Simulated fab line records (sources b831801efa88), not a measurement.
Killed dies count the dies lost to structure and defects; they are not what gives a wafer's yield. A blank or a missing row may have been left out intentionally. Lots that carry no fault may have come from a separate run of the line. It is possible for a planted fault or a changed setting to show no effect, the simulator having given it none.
Matching of chambers ; flow gf180mcu ; GF_V1_CMP_04 on cmp-02: 4 sister chambers
The step polishes SiO2. 8 wafers are shown with their chamber, then 7 later ones without.

WAFERS PAIRED WITH THEIR CHAMBERS
wafer;chamber;motor_current_A (A);time_to_endpoint_s (s)
L967.3;2;13.5;77
L967.6;2;12.6;83
L971.5;1;13.8;83
L972.2;3;12.5;69
L972.5;0;12.2;68
L972.6;3;13.0;79
L976.2;1;13.6;79
L976.3;0;12.1;62

WAFERS WITHOUT THEIR CHAMBER
wafer;motor_current_A (A);time_to_endpoint_s (s)
L976.4;12.5;77
L979.1;13.5;78
L979.3;13.0;87
L979.5;11.4;85
L980.1;13.9;72
L980.2;13.5;70
L980.5;12.2;71

THE CHAMBER EACH PASSED THROUGH
wafer;from the rows above;in truth
L976.4;can't be placed: 3 or 2 or 0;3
L979.1;can't be placed: 1 or 2 or 3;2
L979.3;can't be placed: 2 or 1 or 3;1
L979.5;can't be placed: 3 or 2 or 0 or 1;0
L980.1;can't be placed: 1 or 2 or 3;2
L980.2;can't be placed: 3 or 1 or 2 or 0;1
L980.5;can't be placed: 0 or 3 or 2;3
Correctly placed: 0 of 7. Not placeable from these rows: 7 (in 7, the candidates include the true chamber). 0 placed wrongly.
How it was worked out, from the rows above alone: a wafer's distance from a chamber is the root of the sum, over the readings, of the square of ((its reading less the chamber's mean) divided by the reading's scatter). If the next closest chamber is less than 2 further off than the closest, the wafer can't be placed; otherwise it belongs to the closest. For every chamber, the mean is computed from those of its wafers that are shown. The scatter: take each reading less its chamber's mean, square it, sum over the shown wafers, divide by the number of wafers less the number of chambers, and take the root.
